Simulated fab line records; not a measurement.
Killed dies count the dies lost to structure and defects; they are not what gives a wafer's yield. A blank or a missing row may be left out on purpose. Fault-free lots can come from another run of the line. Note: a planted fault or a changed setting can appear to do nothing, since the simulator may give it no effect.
Chamber matching -- flow sfq-line -- SFQ_TRILAYER_I0_CMP_CMP_028 on cmp-02 has 4 sister chambers
The step polishes SiO2. 4 wafers are shown with their chamber, then 7 later ones without.

## WAFERS, EACH WITH ITS CHAMBER
wafer,chamber,motor-current-A (A)
L817.4,3,11.2
L820.4,1,10.0
L822.3,0,11.8
L822.2,2,10.9

## WAFERS WHOSE CHAMBER IS MISSING
wafer,motor-current-A (A)
L822.5,11.4
L827.1,10.9
L827.2,9.6
L827.5,11.3
L829.4,11.2
L831.4,9.7
L831.1,11.1

## CHAMBER TAKEN BY EACH
wafer,from the rows above,in truth
L822.5,can't be placed: 3 or 0 or 2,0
L827.1,can't be placed: 2 or 3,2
L827.2,1,1
L827.5,can't be placed: 3 or 2 or 0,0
L829.4,can't be placed: 3 or 2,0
L831.4,1,1
L831.1,can't be placed: 3 or 2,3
2 of 7 placed correctly. Can't be placed from these rows: 5 (the true chamber is among the candidates in 4). 0 placed wrongly.
How it was worked out, from the rows above alone: a wafer's distance from a chamber is the root of the sum, over the readings, of the square of ((its reading less the chamber's mean) divided by the reading's scatter). The wafer belongs to the nearest chamber; if the next one is less than 2 further off, it can't be placed. Each chamber's mean is taken over the wafers shown for it. The scatter: root of mean squared gap, hidden wafer to nearest shown wafer, with one shown wafer a chamber.
